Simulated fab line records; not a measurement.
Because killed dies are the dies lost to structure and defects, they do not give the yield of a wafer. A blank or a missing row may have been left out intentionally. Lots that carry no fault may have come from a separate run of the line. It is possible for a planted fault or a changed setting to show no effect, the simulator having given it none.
The same fault as seen by 2 desks || flow gf180mcu || what lay behind the numbers comes last; until then each desk has only its own

== METROLOGY DESK ==
What the gauges read for every lot (on any tool): the sampled wafers with a number, averaged. Any lot whose mean is over 4 standard deviations away from the usual mean is out of limits and marked OUT; that distance is given in the brackets.
Columns: A = VT_IMPLANT_4_TW at GF_VT_IMPLANT_TW_MEAS_43, usual 695; B = NSD_TW at GF_NSD_TW_MEAS_12, usual 4277
{"lot": "L340", "first seen here": "day 8 10:59", "A": 693, "B": 4277}
{"lot": "L342", "first seen here": "day 9 00:43", "A": 694, "B": 4286}
{"lot": "L344", "first seen here": "day 9 12:08", "A": 697, "B": 4298}
{"lot": "L345", "first seen here": "day 9 19:22", "A": 693, "B": 4261}
{"lot": "L346", "first seen here": "day 10 02:27", "A": 691, "B": 4260}
{"lot": "L347", "first seen here": "day 10 06:14", "A": 696, "B": 4249}
{"lot": "L348", "first seen here": "day 10 12:37", "A": 693, "B": 4259}
{"lot": "L349", "first seen here": "day 10 17:56", "A": 693, "B": 4260}
{"lot": "L353", "first seen here": "day 11 19:37", "A": 696, "B": 4260}
{"lot": "L356", "first seen here": "day 12 15:24", "A": "1106 (+99 or more) OUT", "B": 4277}
{"lot": "L357", "first seen here": "day 12 18:14", "A": "1104 (+99 or more) OUT", "B": 4314}
{"lot": "L359", "first seen here": "day 13 10:02", "A": 699, "B": 4251}
{"lot": "L360", "first seen here": "day 13 16:53", "A": 697, "B": 4291}
Per this desk, out of limits: L356, L357; the first was L356, day 12 15:24 (VT_IMPLANT_4_TW at GF_VT_IMPLANT_TW_MEAS_43). Within limits: L340, L342, L344, L345, L346, L347, L348, L349, L353, L359, L360.

== DESK OF THE TOOL OWNER: implanter-03 ==
The tool's own readings at GF_VT_IMPLANT_IMPLANT_41, given as means over the sampled wafers that have a number, one for each lot that went through this tool. Any lot whose mean is over 4 standard deviations away from the usual mean is out of limits and marked OUT; that distance is given in the brackets.
Columns: A = beam_energy_keV at GF_VT_IMPLANT_IMPLANT_41, usual 70.001; B = dose_ions_cm2 at GF_VT_IMPLANT_IMPLANT_41, usual 1.0129e+12; C = faraday_current_uA at GF_VT_IMPLANT_IMPLANT_41, usual 5.71
{"lot": "L344", "first seen here": "day 9 11:55", "A": 70.032, "B": 1.0135e+12, "C": 5.61}
{"lot": "L346", "first seen here": "day 10 02:14", "A": 70.010, "B": 1.0125e+12, "C": 5.76}
{"lot": "L347", "first seen here": "day 10 05:59", "A": 70.012, "B": 1.0133e+12, "C": 5.64}
{"lot": "L356", "first seen here": "day 12 15:11", "A": 69.992, "B": "4.4152e+12 (+99 or more) OUT", "C": "24.70 (+99 or more) OUT"}
{"lot": "L357", "first seen here": "day 12 18:00", "A": 69.988, "B": "4.4143e+12 (+99 or more) OUT", "C": "24.38 (+99 or more) OUT"}
This desk finds L356, L357 out of limits, L356 being first, at day 12 15:11 (dose_ions_cm2 at GF_VT_IMPLANT_IMPLANT_41). Within limits: L344, L346, L347.

== BROUGHT TOGETHER ==
The tool owner's desk could have raised an alarm at day 12 15:11, on L356, L357.
At day 12 15:24 the metrology desk could have sounded an alarm, on L356, L357.
All the named lots went through GF_VT_IMPLANT_IMPLANT_41 on implanter-03.

== WHAT WAS PUT IN BY THE SIMULATOR ==
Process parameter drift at GF_VT_IMPLANT_IMPLANT_41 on implanter-03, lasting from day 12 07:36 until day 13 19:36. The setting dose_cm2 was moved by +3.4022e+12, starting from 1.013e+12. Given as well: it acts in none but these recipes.
Shown lots that were struck: L356, L357.
Delay (hours) between the fault's onset and each desk's first out-of-limits reading: 8 at the tool owner's desk, 8 at the metrology desk.
